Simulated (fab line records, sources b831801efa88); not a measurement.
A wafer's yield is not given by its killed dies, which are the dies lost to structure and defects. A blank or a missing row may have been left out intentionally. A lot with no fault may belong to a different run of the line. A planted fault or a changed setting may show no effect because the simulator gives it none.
Chamber matching :: flow gf180mcu :: GF_V5_CMP_26 on cmp-02 has 4 sister chambers
The step polishes, stops on SiO2, t overpolish 15 s, target thk 0 nm. 8 wafers are shown with their chamber, then 9 later ones without.

== EACH WAFER AND ITS CHAMBER ==
wafer: L127.1
chamber: 1
motor current A (A): 11.1
time to endpoint s (s): 84

wafer: L127.2
chamber: 0
motor current A (A): 11.0
time to endpoint s (s): 87

wafer: L128.3
chamber: 2
motor current A (A): 9.3
time to endpoint s (s): 85

wafer: L128.5
chamber: 2
motor current A (A): 9.5
time to endpoint s (s): 88

wafer: L128.6
chamber: 3
motor current A (A): 11.6
time to endpoint s (s): 92

wafer: L130.1
chamber: 1
motor current A (A): 11.6
time to endpoint s (s): 85

wafer: L130.2
chamber: 3
motor current A (A): 11.8
time to endpoint s (s): 84

wafer: L130.3
chamber: 0
motor current A (A): 11.1
time to endpoint s (s): 82

== WAFERS WITH NO CHAMBER GIVEN ==
wafer: L137.1
motor current A (A): 11.8
time to endpoint s (s): 84

wafer: L137.5
motor current A (A): 9.3
time to endpoint s (s): 83

wafer: L137.6
motor current A (A): 11.6
time to endpoint s (s): 79

wafer: L139.1
motor current A (A): 9.1
time to endpoint s (s): 84

wafer: L139.2
motor current A (A): 11.0
time to endpoint s (s): 82

wafer: L139.3
motor current A (A): 12.4
time to endpoint s (s): 86

wafer: L141.1
motor current A (A): 9.5
time to endpoint s (s): 82

wafer: L141.3
motor current A (A): 11.6
time to endpoint s (s): 86

wafer: L141.5
motor current A (A): 9.3
time to endpoint s (s): 81

== EACH ONE'S CHAMBER ==
wafer: L137.1
from the rows above: can't be placed: 3 or 1
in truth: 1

wafer: L137.5
from the rows above: 2
in truth: 2

wafer: L137.6
from the rows above: can't be placed: 1 or 3 or 0
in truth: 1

wafer: L139.1
from the rows above: 2
in truth: 2

wafer: L139.2
from the rows above: can't be placed: 0 or 1
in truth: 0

wafer: L139.3
from the rows above: can't be placed: 3 or 1
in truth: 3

wafer: L141.1
from the rows above: 2
in truth: 2

wafer: L141.3
from the rows above: can't be placed: 3 or 1 or 0
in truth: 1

wafer: L141.5
from the rows above: 2
in truth: 2
Correct placement for 4 of the 9. From these rows, 5 cannot be placed; in 5 the true chamber is one of the candidates. Number placed wrongly: 0.
How it was worked out, from the rows above alone: a wafer's distance from a chamber is the root of the sum, over the readings, of the square of ((its reading less the chamber's mean) divided by the reading's scatter). If the next closest chamber is less than 2 further off than the closest, the wafer can't be placed; otherwise it belongs to the closest. Each chamber's mean is taken over the wafers shown for it. The scatter: the root of (the sum of the squares of (reading less its chamber's mean) over the shown wafers, divided by (wafers less chambers)).
